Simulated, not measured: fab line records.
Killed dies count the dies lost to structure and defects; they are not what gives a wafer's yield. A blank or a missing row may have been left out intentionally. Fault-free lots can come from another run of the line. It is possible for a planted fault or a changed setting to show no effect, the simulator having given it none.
Which of the tools did it? ; flow sky130 ; 18 wafers sampled from 6 lots at 1 step of a route of 708

WHAT THE GAUGES SHOWED, per wafer
SKY_METAL2_CD_MEAS_15: target cd 140 nm.
lot;measured;on;cdNm (nm)
L848;day 35 20:46;cdSem-02;137.0 138.8 138.7
L851;day 37 03:16;cdSem-02;140.8 141.5 141.6
L853;day 37 21:37;cdSem-02;140.3 142.4 140.5
L856;day 38 14:12;cdSem-01;139.7 141.6 141.1
L858;day 39 05:29;cdSem-02;138.2 140.9 139.1
L867;day 41 22:56;cdSem-02;138.5 136.5 136.0

WHAT TOOL EACH LOT RAN ON (gives the tool, then ch and the chambers of the sampled wafers, and finally the start)
There is no process step in the record ahead of these readings.

THE ANSWER, worked out from the rows above alone
Rule: the usual values come from the lots themselves. The widest of any qualifying gaps counts: lots, ordered by their means at a reading, are off when they make up no more than a third of the lots, leave a main group of 4 or more, and stand apart from it by 3 or more times the standard deviation of that group's means. If all means in a main group match to the digits the tables above print for the reading, that group is not used. A lot without any number at a reading at which 4 lots or more have one is off too. Where the step has rows for the other lots, those lots are counted as sound.
No lot is off at any reading shown: from this, nothing can be told.

WHAT THE SIMULATOR PUT IN
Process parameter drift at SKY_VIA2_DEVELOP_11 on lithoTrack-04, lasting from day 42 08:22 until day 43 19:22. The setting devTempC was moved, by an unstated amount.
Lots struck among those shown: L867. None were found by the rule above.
